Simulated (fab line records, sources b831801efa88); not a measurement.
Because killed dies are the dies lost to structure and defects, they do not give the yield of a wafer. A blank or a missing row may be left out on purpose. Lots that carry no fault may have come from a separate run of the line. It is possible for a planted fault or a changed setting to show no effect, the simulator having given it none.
Comparing a struck lot with a sound one / flow sky130 / 15 out of 708 route steps
Sound: wafers L819.1, L819.4, L819.6. Wafers struck: L816.2, L816.3, L816.6. Last of all comes the cause.
Per side, at each step with rows, come the tool, then ch with its chambers, and then its first start. Under that, the readings that differ: sound wafers / struck wafers / difference of the means / sigmas: that difference in standard deviations of wafers without a fault.
alike: a reading whose means differ by less than 2 such deviations, as well as words and numbers matching on both sides. not compared: withheld readings; readings where some wafer has no value; bounds like >300 that might hide an equal value; numbers whose values overlap and for which the record gives no deviation.
Wherever a step has rows on one side only, a row that says differs or no value, or a row with sigmas, the two part there. Numbers that have no deviation but don't overlap get no sigmas and don't part them. A reading missing from all wafers of one side parts the sides only when that side holds two or more wafers.

first, 8 steps without rows for these wafers: SKY_POLY_GATE_DEHYDRATE_05 (time 60 s); SKY_POLY_GATE_HMDS_06 (prime time 60 s); SKY_POLY_GATE_COAT_07 (resist thk 110 nm); SKY_POLY_GATE_COAT_08 (resist thk 450 nm); SKY_POLY_GATE_SOFTBAKE_09 (time 90 s); SKY_POLY_GATE_EXPOSE_10 (exposes mask P1M, target cd 150 nm); SKY_POLY_GATE_PEB_11; SKY_POLY_GATE_DEVELOP_12 (develop time 60 s).
SKY_POLY_GATE_CD_MEAS_13: target cd 150 nm.
  sound on cd sem-01 at day 21 21:45; struck on cd sem-01 at day 20 22:56
  alike: cd nm
SKY_POLY_GATE_OVL_MEAS_14:
  sound on overlay-02 at day 21 21:52; struck on overlay-01 at day 20 23:02
  alike: POLY_GATE_OVL
SKY_POLY_GATE_ETCH_15: etches BARC in N2/H2, stops on SiO2, time 118.5 s, target depth 110 nm.
  sound on rie diel-04 ch 1,2,3, day 21 21:54; struck on rie diel-04 ch 0,2, day 20 23:04
  alike: bias w, chamber pressure mTorr, drypump motor current A, oes product au, throttle valve pct
  not compared: rf hours counter h
SKY_POLY_GATE_ETCH_16: etches Si3N4 in CH3F/O2, stops on poly-Si, time 147.5 s, target depth 75 nm.
  sound on rie diel-04 ch 1,2,3, day 21 21:59; struck on rie diel-04 ch 0,2, day 20 23:09
  alike: bias w, chamber pressure mTorr, drypump motor current A, oes product au, throttle valve pct
  not compared: rf hours counter h
SKY_POLY_GATE_ETCH_17: etches poly-Si in HBr/Cl2, stops on SiO2, target depth 180 nm, time 70.5 s.
  sound on rie si-01 ch 0,1, day 21 22:05; struck on rie si-02 ch 0,2,3, day 20 23:15
reading=bias w (W); sound=100.39 100.65 100.17; struck=96.49 96.62 96.21; difference=-3.96; sigmas=-13
  alike: chamber pressure mTorr, drypump motor current A, oes product au, throttle valve pct
  not compared: rf hours counter h
SKY_POLY_GATE_STRIP_18: strips in O2/N2.
  sound on plasma asher-04 ch 0,1, day 21 22:08; struck on plasma asher-02 ch 0,1, day 20 23:18
  alike: chamber pressure mTorr, drypump motor current A, oes product au, strip time to endpoint s
  not compared: rf hours counter h
-- record jumps: 28 days separate the struck wafers' starts on either side; left off in module POLY_GATE, taken up again in module PAD_OPEN, whose first shown step is the route's number 708 --
SKY_PAD_OPEN_PROBE_99:
  rows exist in the record for the struck wafers here (prober-01, day 48 20:29), but not for the sound ones

## WHERE THEY PART
Earliest at SKY_POLY_GATE_ETCH_17; latest, in this record, at SKY_PAD_OPEN_PROBE_99.

WHY: what the simulator had put in
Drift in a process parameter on rie si-02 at SKY_POLY_GATE_ETCH_17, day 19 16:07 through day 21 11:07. The setting bias w was moved by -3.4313, starting from 100. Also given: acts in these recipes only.
